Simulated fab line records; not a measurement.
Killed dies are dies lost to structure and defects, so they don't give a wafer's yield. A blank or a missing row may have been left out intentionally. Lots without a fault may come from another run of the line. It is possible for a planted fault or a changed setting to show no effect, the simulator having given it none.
Which tool did it? + flow sky130 + 12 lots with 36 wafers sampled at 5 steps, on a route of 708 steps

## WHAT THE GAUGES SHOWED, per wafer
SKY_GATE_OXIDE_THK_MEAS_02. Usual: for GATE_OXIDE_OXIDATION_00_THK the level is 10.24 nm and the standard deviation is 0.26.
| lot  | measured     | on            | GATE_OXIDE_OXIDATION_00_THK (nm) | flag |
|------|--------------|---------------|----------------------------------|------|
| L186 | day 13 06:29 | film-metro-02 | 9.93 9.84 9.86                   |      |
| L187 | day 13 10:53 | film-metro-03 | 10.21 10.32 9.90                 |      |
| L188 | day 13 18:32 | film-metro-01 | 10.31 10.53 10.42                |      |
| L189 | day 15 10:31 | film-metro-01 | 10.49 10.64 10.74                |      |
| L197 | day 17 00:35 | film-metro-01 | 2.88 2.80 2.78                   | OFF  |
| L198 | day 18 00:22 | film-metro-01 | 3.08 2.90 2.98                   | OFF  |
| L199 | day 18 21:05 | film-metro-03 | 10.16 10.30 10.09                |      |
| L200 | day 19 10:53 | film-metro-01 | 10.14 10.21 10.34                |      |
| L201 | day 19 10:52 | film-metro-03 | 10.02 9.99 10.02                 |      |
| L202 | day 19 10:50 | film-metro-01 | 10.08 9.98 9.95                  |      |
| L206 | day 20 21:35 | film-metro-03 | 10.18 10.31 10.44                |      |
| L207 | day 21 05:24 | film-metro-01 | 10.36 10.30 10.31                |      |

SKY_LDD_HVP_OVL_MEAS_07. Usual: for LDD_HVP_OVL the level is 0.6 nm and the standard deviation is 1.5.
| lot  | measured     | on         | LDD_HVP_OVL (nm) | flag |
|------|--------------|------------|------------------|------|
| L186 | day 22 02:16 | overlay-01 | 0.1 0.8 1.6      |      |
| L187 | day 22 06:10 | overlay-02 | 2.2 1.1 2.9      |      |
| L188 | day 22 12:52 | overlay-01 | 1.5 3.5 1.7      |      |
| L189 | day 24 19:08 | overlay-01 | -0.8 -1.7 -1.5   |      |
| L197 | day 26 09:52 | overlay-02 | -0.6 -0.8 -2.3   |      |
| L198 | day 27 05:10 | overlay-01 | -0.4 -0.8 -1.1   |      |
| L199 | day 28 05:01 | overlay-02 | -2.9 -3.0 -0.8   |      |
| L200 | day 28 17:10 | overlay-02 | 1.8 1.4 0.9      |      |
| L201 | day 28 17:28 | overlay-02 | -1.6 -2.3 -2.6   |      |
| L202 | day 28 15:22 | overlay-01 | 2.1 0.8 2.1      |      |
| L206 | day 29 20:46 | overlay-01 | 1.3 1.9 3.3      |      |
| L207 | day 30 05:40 | overlay-02 | 1.6 3.6 -1.4     |      |

SKY_SD_N_RS_MEAS_18: measurement is done with a four-point probe. Usual: for RES_XHIGH_RS the level is 333.4 ohm/sq and the standard deviation is 1.2.
| lot  | measured     | on            | RES_XHIGH_RS (ohm/sq) | flag |
|------|--------------|---------------|-----------------------|------|
| L186 | day 28 10:20 | film-metro-02 | 332.7 332.9 332.8     |      |
| L187 | day 28 14:41 | film-metro-02 | 333.2 333.8 333.7     |      |
| L188 | day 28 21:14 | film-metro-04 | 331.9 332.4 333.7     |      |
| L189 | day 30 20:25 | film-metro-02 | 333.4 333.9 333.5     |      |
| L197 | day 32 08:18 | film-metro-04 | 332.1 333.4 332.1     |      |
| L198 | day 33 01:37 | film-metro-03 | 334.4 333.7 334.8     |      |
| L199 | day 34 01:48 | film-metro-04 | 333.9 335.2 334.7     |      |
| L200 | day 34 13:47 | film-metro-04 | 333.2 332.5 331.6     |      |
| L201 | day 34 13:08 | film-metro-03 | 334.4 334.5 335.2     |      |
| L202 | day 34 12:47 | film-metro-02 | 334.1 332.9 332.8     |      |
| L206 | day 35 15:08 | film-metro-04 | 333.3 333.4 333.0     |      |
| L207 | day 36 11:56 | film-metro-03 | 336.7 336.2 335.5     |      |

SKY_LI_CONTACT_OVL_MEAS_13. Usual: for LI_CONTACT_OVL the level is -1 nm and the standard deviation is 5.3.
| lot  | measured     | on         | LI_CONTACT_OVL (nm) | flag |
|------|--------------|------------|---------------------|------|
| L186 | day 29 14:41 | overlay-01 | -8 -12 -12          |      |
| L187 | day 29 20:11 | overlay-01 | 1 0 -9              |      |
| L188 | day 30 04:52 | overlay-01 | 3 5 6               |      |
| L189 | day 32 00:49 | overlay-02 | -6 3 2              |      |
| L197 | day 33 12:05 | overlay-02 | 1 -7 -3             |      |
| L198 | day 34 04:40 | overlay-02 | -4 -3 -1            |      |
| L199 | day 35 04:18 | overlay-02 | -2 -5 -4            |      |
| L200 | day 35 17:11 | overlay-01 | -1 -2 -4            |      |
| L201 | day 35 16:32 | overlay-01 | 4 3 5               |      |
| L202 | day 35 16:23 | overlay-02 | 8 0 5               |      |
| L206 | day 36 17:38 | overlay-01 | -2 -6 -3            |      |
| L207 | day 37 13:50 | overlay-01 | 0 -3 2              |      |

## TOOL THAT RAN EACH LOT (tool first, then ch and the chambers of the sampled wafers, then the start)
| lot  | SKY_GATE_OXIDE_OXIDATION_01   |
|------|-------------------------------|
| L186 | furnace-02 ch 0, day 13 05:04 |
| L187 | furnace-02 ch 0, day 13 09:28 |
| L188 | furnace-01 ch 0, day 13 17:08 |
| L189 | furnace-01 ch 0, day 15 09:06 |
| L197 | furnace-01 ch 0, day 16 23:10 |
| L198 | furnace-01 ch 0, day 17 22:58 |
| L199 | furnace-02 ch 0, day 18 19:40 |
| L200 | furnace-02 ch 0, day 19 09:25 |
| L201 | furnace-02 ch 0, day 19 09:25 |
| L202 | furnace-02 ch 0, day 19 09:25 |
| L206 | furnace-02 ch 0, day 20 20:11 |
| L207 | furnace-01 ch 0, day 21 03:59 |
- SKY_GATE_OXIDE_OXIDATION_01: stabilise 600 s, purge 300 s, target thk 10.268 nm.

## AS READ BY THE TOOLS THEMSELVES (means over the sampled wafers that have a number; for cases with no such wafer, the mark the record gives instead)
SKY_GATE_OXIDE_OXIDATION_01. Usual: spike-tc-bottom-C 918.2 C, standard deviation 2.2; spike-tc-centre-C 900.8 C, standard deviation 1; spike-tc-lower-C 902.1 C, standard deviation 1; spike-tc-top-C 914.6 C, standard deviation 2.4; spike-tc-upper-C 901.0 C, standard deviation 1.1; tube-center-temp-C 900.01 C, standard deviation 0.089; tube_center_temp_C_max 902.3, standard deviation 0.34; zone-power-centre-pct 21.7 %, standard deviation 2; zone-power-lower-pct 21.5 %, standard deviation 1.1; zone-power-top-pct 32.7 %, standard deviation 0.84; zone-power-upper-pct 22.0 %, standard deviation 1.9.
| lot  | tool       | spike-tc-bottom-C (C) | spike-tc-centre-C (C) | spike-tc-lower-C (C) | spike-tc-top-C (C) | spike-tc-upper-C (C) | tube-center-temp-C (C) | tube_center_temp_C_max | zone-power-centre-pct (%) | zone-power-lower-pct (%) | zone-power-top-pct (%) | zone-power-upper-pct (%) | flag |
|------|------------|-----------------------|-----------------------|----------------------|--------------------|----------------------|------------------------|------------------------|---------------------------|--------------------------|------------------------|--------------------------|------|
| L186 | furnace-02 | 915.9                 | 901.0                 | 901.1                | 916.7              | 900.6                | 899.97                 | 902.4                  | 23.1                      | 22.2                     | 33.6                   | 23.3                     |      |
| L187 | furnace-02 | 917.9                 | 900.9                 | 902.1                | 915.7              | 900.9                | 899.97                 | 902.1                  | 23.0                      | 22.2                     | 33.1                   | 23.3                     |      |
| L188 | furnace-01 | 922.1                 | 900.4                 | 901.9                | 911.6              | 901.4                | 899.97                 | 901.8                  | 18.6                      | 19.8                     | 31.6                   | 19.0                     |      |
| L189 | furnace-01 | 920.7                 | 900.0                 | 902.4                | 911.7              | 901.1                | 900.04                 | 902.4                  | 18.8                      | 19.6                     | 31.6                   | 19.0                     |      |
| L197 | furnace-01 | 820.9                 | 799.3                 | 802.0                | 811.9              | 800.8                | 799.22                 | 801.3                  | 14.8                      | 15.3                     | 26.3                   | 14.7                     | OFF  |
| L198 | furnace-01 | 820.1                 | 799.6                 | 800.3                | 812.8              | 801.2                | 799.21                 | 801.9                  | 14.5                      | 15.5                     | 26.1                   | 14.8                     | OFF  |
| L199 | furnace-02 | 917.2                 | 900.7                 | 901.8                | 915.3              | 901.3                | 900.07                 | 902.3                  | 22.9                      | 22.1                     | 32.9                   | 23.3                     |      |
| L200 | furnace-02 | 916.8                 | 900.7                 | 901.4                | 916.0              | 901.1                | 900.01                 | 902.1                  | 23.0                      | 22.0                     | 33.3                   | 23.3                     |      |
| L201 | furnace-02 | 916.7                 | 900.0                 | 902.2                | 915.0              | 900.8                | 899.89                 | 902.6                  | 22.9                      | 22.1                     | 33.3                   | 23.2                     |      |
| L202 | furnace-02 | 917.4                 | 900.4                 | 901.7                | 916.6              | 900.9                | 899.99                 | 902.2                  | 22.9                      | 22.2                     | 33.4                   | 23.1                     |      |
| L206 | furnace-02 | 917.3                 | 901.0                 | 902.7                | 916.1              | 900.3                | 900.06                 | 902.4                  | 23.1                      | 22.1                     | 33.3                   | 23.1                     |      |
| L207 | furnace-01 | 920.7                 | 901.0                 | 902.0                | 911.6              | 901.8                | 899.93                 | 902.5                  | 18.7                      | 19.8                     | 31.7                   | 19.0                     |      |

## THE ANSWER, worked out from the rows above alone
Rule: lot off if the mean of its wafers having a number is beyond 3 standard deviations from the usual mean. A lot without any number at a reading at which 4 lots or more have one is off too. Where the step has rows for the other lots, those lots are counted as sound. The gauges are gone through in route order, then the tools' own readings, and for those a lot's mean is taken as printed above. At the first step where some lot is off, the reading lying furthest off is the one used; lots without a number count as furthest.
Off: L197, L198, at SKY_GATE_OXIDE_THK_MEAS_02 (GATE_OXIDE_OXIDATION_00_THK).
If a tool, at a process step before that reading, ran all the lots that are off and no sound lot after the first of them, it fits. Not tried: the gauges at SKY_GATE_OXIDE_THK_MEAS_02; whatever is off there is also off at SKY_GATE_OXIDE_OXIDATION_01, on other tools, and gauge error can't account for it. No candidate that was tried fits.

## WHAT THE SIMULATOR HAD PUT IN
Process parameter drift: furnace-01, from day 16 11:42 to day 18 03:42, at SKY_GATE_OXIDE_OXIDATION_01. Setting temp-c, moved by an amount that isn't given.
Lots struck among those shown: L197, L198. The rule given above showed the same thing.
